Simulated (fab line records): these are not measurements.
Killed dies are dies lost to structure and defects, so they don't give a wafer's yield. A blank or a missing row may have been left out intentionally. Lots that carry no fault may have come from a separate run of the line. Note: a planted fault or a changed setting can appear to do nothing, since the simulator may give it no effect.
fab line records	flow sky130
record: lots: 5	wafers: 23
route steps=708 shown VIA1@478 METAL2@485 VIA2@522 METAL3@568 METAL4@599 CAP2M@611
startH: hours from the record's opening day to when the first of the lot's shown wafers began	waitH: time in hours since the lot's previous step	" unchanged from the row above	L1.1+2: a row that stands for several wafers	- either no value or no given start	* or withheld: withheld	< > ~ a bound
route shown NAME@n: NAME is a module with steps in the file, n the number in the route of the first one	usual: mean/standard deviation taken from wafers without a fault	same: alike in all rows	chamber/n: place in a boat	sites: readings site by site	_std_site: their standard deviation	_edge_site: outer sites' mean less inner sites'	radiusMm: for every site, how far away it sits from the centre of the wafer	mask NAME#n: copy n	behind: the tool/chamber that last shaped the wafer	hold: the reason the lot was held/the length of the hold in hours/how it ended	device: transistor that didn't switch, given as n, p or np	end of line: the tests these same wafers got at the end of their route	where a step has no rows: the recipe by itself	killed: dies that structure and defects cost at the first sort, which is not the same as the wafer's yield	map: a wafer's dies, x killed, . not, _ none there
set.NAME: the setting the step ran with; set.NAME@STEP: the setting that earlier step ran with	model.NAME: the simulator's own value behind a step, which no gauge read
lots where settings were altered on purpose, with a table for each step and a row for each wafer
== steps ==
step: SKY_VIA1_SPUTTER_20
recipe: material: TiN	targetThkNm: 20	chamberPressurePa: 5	powerW: 4000	timeS: 80
lot.wafer	tool	chamber	startH	waitH	set.chamberPressurePa	model.TiN_of_VIA1_SPUTTER_20.thkNm
L074.1	pvdSputter-02	-	778.90	0.0	5.391	18.63
L074.2	"	-	"	"	5.391	18.83
L074.3	"	-	"	"	5.391	19.11
L074.5	"	-	"	"	5.391	19.07
L074.6	"	-	"	"	5.391	18.66
L076.1	pvdSputter-01	-	804.05	0.0	5	20.03
L076.2	"	-	"	"	5	20.09
L076.5	"	-	"	"	5	19.88
L080.2	pvdSputter-04	-	835.50	0.0	4.277	22.86
L080.3	"	-	"	"	4.277	23
L080.4	"	-	"	"	4.277	22.88
L080.5	"	-	"	"	4.277	22.75
L080.6	"	-	"	"	4.277	22.87
L079.1	pvdSputter-02	-	837.60	0.0	4.549	21.61
L079.2	"	-	"	"	4.549	21.98
L079.3	"	-	"	"	4.549	21.73
L079.4	"	-	"	"	4.549	21.88
L079.5	"	-	"	"	4.549	21.67
L083.1	pvdSputter-02	-	866.86	0.0	4.472	22.03
L083.2	"	-	"	"	4.472	22.22
L083.3	"	-	"	"	4.472	22.41
L083.5	"	-	"	"	4.472	22.05
L083.6	"	-	"	"	4.472	22.55
step: SKY_METAL2_SPUTTER_02
recipe: material: AlCu	targetThkNm: 250	powerW: 10600	timeS: 13.3	chamberPressurePa: 0.4
lot.wafer	tool	chamber	startH	waitH	set.timeS	model.AlCu_of_METAL2_SPUTTER_02.thkNm
L074.1	pvdSputter-04	-	779.98	0.0	13.3	255.2
L074.2	"	-	"	"	13.3	252
L074.3	"	-	"	"	12.53	241
L074.5	"	-	"	"	12.53	239.3
L074.6	"	-	"	"	12.53	239.6
L076.1	pvdSputter-03	-	804.73	0.0	13.3	251.4
L076.2	"	-	"	"	13.3	247.7
L076.5	"	-	"	"	13.3	251.2
L080.2	pvdSputter-04	-	836.18	0.0	13.3	249
L080.3	"	-	"	"	15.13	280.7
L080.4	"	-	"	"	15.13	283.5
L080.5	"	-	"	"	13.3	248.4
L080.6	"	-	"	"	13.3	247.3
L079.1	pvdSputter-03	-	838.28	0.0	14.09	266.5
L079.2	"	-	"	"	13.3	252.7
L079.3	"	-	"	"	13.3	249.9
L079.4	"	-	"	"	14.09	264.1
L079.5	"	-	"	"	14.09	267.3
L083.1	pvdSputter-03	-	867.54	0.0	13.3	250.8
L083.2	"	-	"	"	13.3	246.9
L083.3	"	-	"	"	13.3	248.5
L083.5	"	-	"	"	13.3	247.6
L083.6	"	-	"	"	13.3	249.6
step: SKY_METAL2_SPUTTER_03
recipe: material: Ti	targetThkNm: 5	powerW: 3000	timeS: 3.3	chamberPressurePa: 0.4
step: SKY_METAL2_SPUTTER_04
recipe: material: TiN	targetThkNm: 70	powerW: 6500	timeS: 59.23	chamberPressurePa: 0.4
step: SKY_METAL2_RS_MEAS_05
recipe: thkMeasGauge: four-point-probe	reads: TiN_of_METAL2_SPUTTER_04+Ti_of_METAL2_SPUTTER_03+AlCu_of_METAL2_SPUTTER_02+TiN_of_METAL2_SPUTTER_01+Ti_of_METAL2_SPUTTER_00
usual: METAL2_ALCU_RS: 0.1275/0.0015
lot.wafer	tool	chamber	startH	waitH	set.timeS@METAL2_SPUTTER_02	METAL2_ALCU_RS[ohm/sq]
L074.1	filmMetro-04	-	780.07	0.0	13.3	0.1240
L074.2	"	-	"	"	13.3	0.1258
L074.3	"	-	"	"	12.53	0.1318
L074.5	"	-	"	"	12.53	0.1328
L074.6	"	-	"	"	12.53	0.1324
L076.1	filmMetro-02	-	804.83	0.0	13.3	0.1258
L076.2	"	-	"	"	13.3	0.1278
L076.5	"	-	"	"	13.3	0.1263
L080.2	filmMetro-04	-	836.30	0.0	13.3	0.1272
L080.3	"	-	"	"	15.13	0.1123
L080.4	"	-	"	"	15.13	0.1112
L080.5	"	-	"	"	13.3	0.1276
L080.6	"	-	"	"	13.3	0.1279
L079.1	filmMetro-03	-	838.38	0.0	14.09	0.1185
L079.2	"	-	"	"	13.3	0.1252
L079.3	"	-	"	"	13.3	0.1267
L079.4	"	-	"	"	14.09	0.1197
L079.5	"	-	"	"	14.09	0.1183
L083.1	filmMetro-02	-	867.63	0.0	13.3	0.1266
L083.2	"	-	"	"	13.3	0.1288
L083.3	"	-	"	"	13.3	0.1276
L083.5	"	-	"	"	13.3	0.1283
L083.6	"	-	"	"	13.3	0.1274
step: SKY_METAL2_THK_MEAS_06
recipe: thkMeasGauge: xrf	reads: AlCu_of_METAL2_SPUTTER_02
usual: METAL2_ALCU_THK: 249.2/2.9
lot.wafer	tool	chamber	startH	waitH	set.timeS@METAL2_SPUTTER_02	METAL2_ALCU_THK[nm]
L074.1	filmMetro-04	-	780.19	0.1	13.3	255.2
L074.2	"	-	"	"	13.3	252.1
L074.3	"	-	"	"	12.53	241.3
L074.5	"	-	"	"	12.53	240.4
L074.6	"	-	"	"	12.53	241.0
L076.1	filmMetro-02	-	804.95	0.1	13.3	252.3
L076.2	"	-	"	"	13.3	248.0
L076.5	"	-	"	"	13.3	250.7
L080.2	filmMetro-04	-	836.41	0.1	13.3	249.7
L080.3	"	-	"	"	15.13	280.4
L080.4	"	-	"	"	15.13	285.6
L080.5	"	-	"	"	13.3	248.6
L080.6	"	-	"	"	13.3	248.1
L079.1	filmMetro-03	-	838.50	0.1	14.09	266.7
L079.2	"	-	"	"	13.3	252.9
L079.3	"	-	"	"	13.3	248.4
L079.4	"	-	"	"	14.09	264.2
L079.5	"	-	"	"	14.09	267.5
L083.1	filmMetro-02	-	867.75	0.1	13.3	252.0
L083.2	"	-	"	"	13.3	247.8
L083.3	"	-	"	"	13.3	249.6
L083.5	"	-	"	"	13.3	249.9
L083.6	"	-	"	"	13.3	249.9
step: SKY_METAL2_COAT_10
recipe: resist: KrF-thick	spinRpm: 3000	resistThkNm: 450
lot.wafer	tool	chamber	startH	waitH	set.resistThkNm	model.KrF-thick_of_METAL2_COAT_10.thkNm
L074.1	lithoTrack-02	0	-	-	458	456.2
L074.2	"	0	"	"	450	449.2
L074.3+6	"	0	"	"	450	-
L074.5	"	0	"	"	458	-
L076.1	lithoTrack-03	0	-	-	450	448.7
L076.2	"	0	"	"	450	449.8
L076.5	"	0	"	"	450	449.5
L080.2	lithoTrack-03	0	-	-	450	450.8
L080.3+4	"	0	"	"	438.1	-
L080.5	"	0	"	"	450	451.8
L080.6	"	0	"	"	438.1	439.8
L079.1+5	lithoTrack-03	0	-	-	450	-
L079.2	"	0	"	"	450	450.3
L079.3	"	0	"	"	438.1	438.3
L079.4	"	0	"	"	438.1	-
L083.1	lithoTrack-02	0	-	-	442.8	440.7
L083.2	"	0	"	"	442.8	441.3
L083.3	"	0	"	"	450	448.6
L083.5	"	0	"	"	450	446.9
L083.6	"	0	"	"	450	448.3
step: SKY_METAL2_SOFTBAKE_11
recipe: tempC: 100	timeS: 90	resist: KrF-thick
step: SKY_METAL2_EXPOSE_12
recipe: maskId: MM2	na: 0.8	sourceShape: annular	sigmaInner: 0.55	sigmaOuter: 0.85	targetCdNm: 140	doseMj: 28
step: SKY_METAL2_ETCH_18
recipe: chemistry: N2/H2	target: BARC	ionEnergyEv: 200	biasW: 100	pressureMtorr: 30	n2FlowSccm: 100	h2FlowSccm: 200	icpW: 500	stopOn: SiO2	timeS: 45.9	targetDepthA: 600
step: SKY_METAL2_METAL_ETCH_19
recipe: targetDepthA: 3600	stopOn: SiO2	overEtchFrac: 0.3	timeS: 78	chemistry: Cl2/BCl3	resistSidewallDeg: 88	pressureMtorr: 10	icpW: 900	biasW: 48.5	Cl2_flow_sccm: 60	bcl3FlowSccm: 30
step: SKY_METAL2_STRIP_20
recipe: chemistry: O2/N2	powerW: 1400	pressureMtorr: 1500	platenTempC: withheld	o2FlowSccm: 3000	n2FlowSccm: 300	overashFraction: 0.5
usual: stripTimeToEndpointS: 2.70/0.043
lot.wafer	tool	chamber	startH	waitH	set.resistThkNm@METAL2_COAT_10	stripTimeToEndpointS
L074.1	plasmaAsher-02	0	807.32	0.1	458	2.69
L074.2	"	1	"	"	450	2.66
L074.3	"	0	"	"	450	2.65
L074.5	"	1	"	"	458	2.72
L074.6	"	0	"	"	450	2.64
L076.1	plasmaAsher-04	0	831.16	0.1	450	2.73
L076.2	"	1	"	"	450	2.73
L076.5	"	1	"	"	450	2.71
L080.2	plasmaAsher-04	0	863.51	0.1	450	2.75
L080.3	"	0	"	"	438.1	2.63
L080.4	"	1	"	"	438.1	2.65
L080.5	"	0	"	"	450	2.77
L080.6	"	1	"	"	438.1	2.64
L079.1	plasmaAsher-02	1	865.16	0.1	450	2.70
L079.2	"	0	"	"	450	2.69
L079.3	"	1	"	"	438.1	2.58
L079.4	"	0	"	"	438.1	2.56
L079.5	"	1	"	"	450	2.70
L083.1	plasmaAsher-02	0	893.71	0.1	442.8	2.62
L083.2	"	1	"	"	442.8	2.58
L083.3	"	0	"	"	450	2.73
L083.5	"	0	"	"	450	2.64
L083.6	"	1	"	"	450	2.68
step: SKY_VIA2_ETCH_15
recipe: target: SiO2	chemistry: C4F8/O2/Ar	targetDepthNm: 546	stopOn: TiN	maskMaterial: KrF-thick	sourceW: 1500	biasW: 1200	pressureMtorr: 40	c4f8FlowSccm: withheld	O2_flow_sccm: 6	Ar_flow_sccm: 300	timeS: 84
lot.wafer	tool	chamber	startH	waitH	set.timeS	model.KrF-thick_of_VIA2_COAT_07.thkNm
L074.1	rieDiel-02	1	835.34	0.0	73.09	298.3
L074.2	"	2	"	"	73.09	295.7
L074.3	"	0	"	"	84	287.6
L074.5	"	2	"	"	84	281
L074.6	"	1	"	"	73.09	297.1
L076.1	rieDiel-03	1	858.52	0.0	84	287.2
L076.2	"	3	"	"	84	286.4
L076.5	"	3	"	"	84	286.2
L080.2	rieDiel-03	3	890.47	0.0	95.36	267.6
L080.3	"	2	"	"	84	282.3
L080.4	"	1	"	"	95.36	271.4
L080.5	"	0	"	"	84	287.9
L080.6	"	1	"	"	84	283.7
L079.1	rieDiel-03	3	892.62	0.0	84	283.6
L079.2	"	2	"	"	84	280.9
L079.3	"	1	"	"	84	284.2
L079.4	"	0	"	"	90.58	277.8
L079.5	"	2	"	"	90.58	271.6
L083.1	rieDiel-02	1	919.43	0.0	80.46	285.6
L083.2	"	2	"	"	84	280.9
L083.3	"	3	"	"	80.46	289.2
L083.5	"	2	"	"	84	281.8
L083.6	"	3	"	"	84	285.3
step: SKY_VIA2_STRIP_16
recipe: chemistry: O2/N2	powerW: 1400	pressureMtorr: 1500	platenTempC: withheld	o2FlowSccm: 3000	n2FlowSccm: 300	overashFraction: 0.5
usual: stripTimeToEndpointS: 4.054/0.027
lot.wafer	tool	chamber	startH	waitH	set.timeS@VIA2_ETCH_15	stripTimeToEndpointS
L074.1	plasmaAsher-04	0	835.41	0.0	73.09	4.206
L074.2	"	1	"	"	73.09	4.171
L074.3	"	0	"	"	84	4.091
L074.5	"	1	"	"	84	4.016
L074.6	"	0	"	"	73.09	4.204
L076.1	plasmaAsher-03	0	858.58	0.0	84	4.097
L076.2	"	1	"	"	84	4.087
L076.5	"	1	"	"	84	4.084
L080.2	plasmaAsher-04	1	890.53	0.0	95.36	3.900
L080.3	"	1	"	"	84	4.032
L080.4	"	0	"	"	95.36	3.916
L080.5	"	0	"	"	84	4.097
L080.6	"	1	"	"	84	4.070
L079.1	plasmaAsher-01	0	892.68	0.0	84	4.059
L079.2	"	1	"	"	84	4.019
L079.3	"	1	"	"	84	4.058
L079.4	"	0	"	"	90.58	4.000
L079.5	"	0	"	"	90.58	3.911
L083.1	plasmaAsher-04	0	919.49	0.0	80.46	4.078
L083.2	"	1	"	"	84	4.011
L083.3	"	0	"	"	80.46	4.107
L083.5	"	0	"	"	84	4.033
L083.6	"	1	"	"	84	4.077
step: SKY_VIA2_SPUTTER_20
recipe: material: TiN	targetThkNm: 20	chamberPressurePa: 5	powerW: 4000	timeS: 80
lot.wafer	tool	chamber	startH	waitH	set.powerW	model.TiN_of_VIA2_SPUTTER_20.thkNm
L074.1	pvdSputter-03	-	836.00	0.0	4000	19.63
L074.2	"	-	"	"	4000	20.09
L074.3	"	-	"	"	4000	19.66
L074.5	"	-	"	"	4000	19.64
L074.6	"	-	"	"	4000	19.91
L076.1	pvdSputter-03	-	859.18	0.0	4000	20.13
L076.2	"	-	"	"	4000	20.44
L076.5	"	-	"	"	4000	20.29
L080.2	pvdSputter-01	-	891.16	0.0	3764	18.67
L080.3	"	-	"	"	4000	19.64
L080.4	"	-	"	"	3764	18.79
L080.5	"	-	"	"	4000	19.52
L080.6	"	-	"	"	3764	18.56
L079.1	pvdSputter-03	-	893.28	0.0	4000	20.09
L079.2+5	"	-	"	"	4000	20.18
L079.3	"	-	"	"	4000	20.05
L079.4	"	-	"	"	4000	20.36
L083.1	pvdSputter-03	-	920.09	0.0	4000	19.6
L083.2	"	-	"	"	4443	22.02
L083.3	"	-	"	"	4443	22.06
L083.5	"	-	"	"	4000	19.87
L083.6	"	-	"	"	4443	22.03
step: SKY_METAL3_METAL_ETCH_18
recipe: targetDepthA: 8450	stopOn: SiO2	overEtchFrac: 0.3	timeS: 183.1	chemistry: Cl2/BCl3	resistSidewallDeg: 88	pressureMtorr: 10	icpW: 900	biasW: 48.5	Cl2_flow_sccm: 60	bcl3FlowSccm: 30
lot.wafer	tool	chamber	startH	waitH	set.icpW	model.KrF-thick_of_METAL3_COAT_08.thkNm
L074.1	rieMetal-02	1	891.10	0.0	900	513.3
L074.2	"	0	"	"	900	513.2
L074.3	"	1	"	"	900	509.9
L074.5	"	0	"	"	900	514.3
L074.6	"	1	"	"	900	519.3
L076.1	rieMetal-03	1	912.93	0.0	900	532.3
L076.2	"	0	"	"	900	529.8
L076.5	"	1	"	"	900	526.4
L080.2+4	rieMetal-02	0,1	941.55	0.0	900	518.9
L080.3	"	0	"	"	841.7	542.7
L080.5	"	0	"	"	900	518
L080.6	"	1	"	"	841.7	552.8
L079.1	rieMetal-02	1	943.99	0.0	961.5	487.7
L079.2	"	0	"	"	961.5	487.1
L079.3	"	0	"	"	900	519.6
L079.4	"	1	"	"	961.5	490.2
L079.5	"	0	"	"	900	515.8
L083.1	rieMetal-03	0	971.33	0.0	935.3	510.1
L083.2	"	1	"	"	935.3	512.3
L083.3	"	0	"	"	935.3	508.3
L083.5+6	"	1,0	"	"	900	527.5
step: SKY_METAL3_STRIP_19
recipe: chemistry: O2/N2	powerW: 1400	pressureMtorr: 1500	platenTempC: withheld	o2FlowSccm: 3000	n2FlowSccm: 300	overashFraction: 0.5
usual: stripTimeToEndpointS: 6.48/0.089
lot.wafer	tool	chamber	startH	waitH	set.icpW@METAL3_METAL_ETCH_18	stripTimeToEndpointS
L074.1	plasmaAsher-01	0	891.28	0.1	900	6.39
L074.2	"	1	"	"	900	6.39
L074.3	"	1	"	"	900	6.36
L074.5	"	0	"	"	900	6.43
L074.6	"	1	"	"	900	6.44
L076.1	plasmaAsher-02	1	913.11	0.1	900	6.58
L076.2	"	0	"	"	900	6.56
L076.5	"	0	"	"	900	6.54
L080.2	plasmaAsher-01	1	941.73	0.1	900	6.46
L080.3	"	0	"	"	841.7	6.69
L080.4	"	1	"	"	900	6.46
L080.5	"	0	"	"	900	6.44
L080.6	"	1	"	"	841.7	6.79
L079.1	plasmaAsher-01	0	944.17	0.1	961.5	6.15
L079.2	"	1	"	"	961.5	6.15
L079.3	"	1	"	"	900	6.47
L079.4	"	0	"	"	961.5	6.17
L079.5	"	0	"	"	900	6.43
L083.1	plasmaAsher-02	1	971.51	0.1	935.3	6.36
L083.2	"	0	"	"	935.3	6.37
L083.3	"	1	"	"	935.3	6.34
L083.5	"	1	"	"	900	6.53
L083.6	"	0	"	"	900	6.54
step: SKY_METAL4_SPUTTER_01
recipe: material: TiN	targetThkNm: 20	powerW: 6500	timeS: 16.7	chamberPressurePa: 0.4
lot.wafer	tool	chamber	startH	waitH	set.timeS	model.TiN_of_METAL4_SPUTTER_01.thkNm
L074.1	pvdSputter-03	-	919.56	0.0	17.65	20.71
L074.2	"	-	"	"	17.65	20.83
L074.3	"	-	"	"	16.7	19.96
L074.5	"	-	"	"	17.65	20.94
L074.6	"	-	"	"	16.7	19.6
L076.1	pvdSputter-01	-	940.23	0.0	16.7	20.03
L076.2	"	-	"	"	16.7	19.76
L076.5	"	-	"	"	16.7	20.08
L080.2	pvdSputter-03	-	970.19	0.0	16.7	19.9
L080.3+6	"	-	"	"	16.7	20.06
L080.4	"	-	"	"	16.7	20.01
L080.5	"	-	"	"	16.7	20.42
L079.1	pvdSputter-03	-	972.16	0.0	16.7	19.81
L079.2	"	-	"	"	14.52	17.01
L079.3+5	"	-	"	"	14.52	17.13
L079.4	"	-	"	"	16.7	19.72
L083.1	pvdSputter-02	-	998.07	0.0	14.64	17.53
L083.2	"	-	"	"	14.64	17.49
L083.3	"	-	"	"	16.7	19.96
L083.5	"	-	"	"	16.7	20.02
L083.6	"	-	"	"	14.64	17.85
step: SKY_CAP2M_SOFTBAKE_08
recipe: tempC: 90	timeS: 60	resist: NOVOLAK
lot.wafer	tool	chamber	startH	waitH	set.tempC
L074.1+6	lithoTrack-03	0	932.20	0.1	90
L074.2+3+5	"	0	"	"	87.26
L076.1+2+5	lithoTrack-03	0	952.25	0.1	90
L080.2+3+4+5+6	lithoTrack-03	0	981.57	0.1	90
L079.1+4+5	lithoTrack-04	0	983.93	0.1	90
L079.2+3	"	0	"	"	86.52
L083.1+2+3+5+6	lithoTrack-01	0	1010.17	0.1	90
step: SKY_CAP2M_EXPOSE_09
recipe: maskId: CAP2M	na: 0.6	sourceShape: conventional	sigmaOuter: 0.6	polarization: unpolarized	targetCdNm: 1000	doseMj: 159
step: SKY_CAP2M_PEB_10
recipe: tempC: withheld	timeS: *	resist: NOVOLAK
step: SKY_CAP2M_DEVELOP_11
recipe: resist: NOVOLAK	developer: TMAH	developTimeS: 60	devTempC: 23
lot.wafer	tool	chamber	startH	waitH	set.tempC@CAP2M_SOFTBAKE_08	model.NOVOLAK_of_CAP2M_COAT_07.thkNm
L074.1	lithoTrack-03	0	944.35	0.1	90	1132
L074.2	"	0	"	"	87.26	1138
L074.3	"	0	"	"	87.26	1142
L074.5	"	0	"	"	87.26	1141
L074.6	"	0	"	"	90	1131
L076.1	lithoTrack-01	0	964.62	0.1	90	1140
L076.2	"	0	"	"	90	1143
L076.5	"	0	"	"	90	1139
L080.2	lithoTrack-01	0	992.99	0.1	90	1142
L080.3	"	0	"	"	90	1141
L080.4	"	0	"	"	90	1144
L080.5	"	0	"	"	90	1136
L080.6	"	0	"	"	90	1137
L079.1	lithoTrack-03	0	995.60	0.1	90	1139
L079.2	"	0	"	"	86.52	1150
L079.3	"	0	"	"	86.52	1151
L079.4	"	0	"	"	90	1141
L079.5	"	0	"	"	90	1140
L083.1+2+5+6	lithoTrack-03	0	1021.70	0.1	90	1143
L083.3	"	0	"	"	90	1142
step: SKY_METAL4_DEVELOP_12
recipe: developTimeS: 60	resist: KrF-thick	devTempC: 21
lot.wafer	tool	chamber	startH	waitH	set.developTimeS
L074.1+3	lithoTrack-02	0	-	-	60
L074.2+5+6	"	0	"	"	51.09
L076.1+2+5	lithoTrack-02	0	-	-	60
L080.2+3+4+5+6	lithoTrack-01	0	-	-	60
L079.1+3+4	lithoTrack-02	0	-	-	60
L079.2+5	"	0	"	"	67.3
L083.1+3+6	lithoTrack-02	0	-	-	60
L083.2+5	"	0	"	"	63.87
step: SKY_METAL4_CD_MEAS_13
recipe: targetCdNm: 300
usual: cdNm: 300.6/1.4
lot.wafer	tool	chamber	startH	waitH	set.developTimeS@METAL4_DEVELOP_12	cdNm
L074.1	cdSem-02	-	969.72	-	60	297.2
L074.2	"	-	"	"	51.09	302.5
L074.3	"	-	"	"	60	299.5
L074.5	"	-	"	"	51.09	303.2
L074.6	"	-	"	"	51.09	301.4
L076.1	cdSem-02	-	988.72	-	60	297.9
L076.2	"	-	"	"	60	299.6
L076.5	"	-	"	"	60	299.0
L080.2	cdSem-02	-	1017.09	-	60	301.1
L080.3	"	-	"	"	60	300.9
L080.4	"	-	"	"	60	301.8
L080.5	"	-	"	"	60	302.8
L080.6	"	-	"	"	60	302.3
L079.1	cdSem-02	-	1019.67	-	60	303.2
L079.2	"	-	"	"	67.3	299.0
L079.3	"	-	"	"	60	302.5
L079.4	"	-	"	"	60	301.8
L079.5	"	-	"	"	67.3	298.6
L083.1	cdSem-02	-	1045.07	-	60	300.4
L083.2	"	-	"	"	63.87	299.1
L083.3	"	-	"	"	60	298.7
L083.5	"	-	"	"	63.87	298.6
L083.6	"	-	"	"	60	299.4
step: SKY_METAL4_DESCUM_15
recipe: chemistry: O2	sourcePowerW: 150	biasPowerW: 0	pressureMtorr: 10	tempC: 40	timeS: 8
lot.wafer	tool	chamber	startH	waitH	set.developTimeS@METAL4_DEVELOP_12	model.METAL4.cdNm
L074.1	rieMetal-03	0	969.87	0.0	60	297.7
L074.2	"	1	"	"	51.09	303.3
L074.3	"	0	"	"	60	299.8
L074.5	"	1	"	"	51.09	304
L074.6	"	0	"	"	51.09	302.1
L076.1	rieMetal-01	1	988.87	0.0	60	297.1
L076.2	"	0	"	"	60	300
L076.5	"	0	"	"	60	298.9
L080.2	rieMetal-03	0	1017.22	0.0	60	302.1
L080.3	"	1	"	"	60	301.7
L080.4	"	0	"	"	60	302.5
L080.5	"	0	"	"	60	303.6
L080.6	"	1	"	"	60	302.3
L079.1	rieMetal-01	0	1019.82	0.0	60	304.1
L079.2	"	1	"	"	67.3	299
L079.3	"	1	"	"	60	302.4
L079.4	"	0	"	"	60	302.6
L079.5	"	1	"	"	67.3	298.1
L083.1	rieMetal-01	0	1045.22	0.0	60	300.3
L083.2	"	1	"	"	63.87	298.7
L083.3+6	"	0,1	"	"	60	298.9
L083.5	"	0	"	"	63.87	298.9
== key ==
split: step: SKY_VIA1_SPUTTER_20	setting: chamberPressurePa	stated: 5	by: lot
response: step: SKY_VIA1_SPUTTER_20	reading: model.TiN_of_VIA1_SPUTTER_20.thkNm	change: -0.183	per: 1%	r: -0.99
split: step: SKY_METAL2_SPUTTER_02	setting: timeS	stated: 13.3	by: wafer
response: step: SKY_METAL2_SPUTTER_02	reading: model.AlCu_of_METAL2_SPUTTER_02.thkNm	change: +2.45	per: 1%	r: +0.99
response: step: SKY_METAL2_RS_MEAS_05	reading: METAL2_ALCU_RS	change: -0.00118	per: 1%	r: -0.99
response: step: SKY_METAL2_THK_MEAS_06	reading: METAL2_ALCU_THK	change: +2.46	per: 1%	r: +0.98
split: step: SKY_METAL2_COAT_10	setting: resistThkNm	stated: 450	by: wafer
response: step: SKY_METAL2_COAT_10	reading: model.KrF-thick_of_METAL2_COAT_10.thkNm	change: +4.34	per: 1%	r: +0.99
response: step: SKY_METAL2_STRIP_20	reading: stripTimeToEndpointS	change: *	per: 1%	r: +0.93
split: step: SKY_VIA2_ETCH_15	setting: timeS	stated: 84	by: wafer
response: step: SKY_VIA2_ETCH_15	reading: model.KrF-thick_of_VIA2_COAT_07.thkNm	change: -1.05	per: 1%	r: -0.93
response: step: SKY_VIA2_STRIP_16	reading: stripTimeToEndpointS	change: *	per: 1%	r: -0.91
split: step: SKY_VIA2_SPUTTER_20	setting: powerW	stated: 4000	by: wafer
response: step: SKY_VIA2_SPUTTER_20	reading: model.TiN_of_VIA2_SPUTTER_20.thkNm	change: +0.196	per: 1%	r: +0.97
split: step: SKY_METAL3_METAL_ETCH_18	setting: icpW	stated: 900	by: wafer
response: step: SKY_METAL3_METAL_ETCH_18	reading: model.KrF-thick_of_METAL3_COAT_08.thkNm	change: -4.4	per: 1%	r: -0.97
response: step: SKY_METAL3_STRIP_19	reading: stripTimeToEndpointS	change: *	per: 1%	r: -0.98
split: step: SKY_METAL4_SPUTTER_01	setting: timeS	stated: 16.7	by: wafer
response: step: SKY_METAL4_SPUTTER_01	reading: model.TiN_of_METAL4_SPUTTER_01.thkNm	change: +0.197	per: 1%	r: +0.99
split: step: SKY_CAP2M_SOFTBAKE_08	setting: tempC	stated: 90	by: wafer
response: step: SKY_CAP2M_DEVELOP_11	reading: model.NOVOLAK_of_CAP2M_COAT_07.thkNm	change: -2.74	per: 1%	r: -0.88
split: step: SKY_METAL4_DEVELOP_12	setting: developTimeS	stated: 60	by: wafer
response: step: SKY_METAL4_CD_MEAS_13	reading: cdNm	change: -0.265	per: 1%	r: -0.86
response: step: SKY_METAL4_DESCUM_15	reading: model.METAL4.cdNm	change: -0.3	per: 1%	r: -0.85
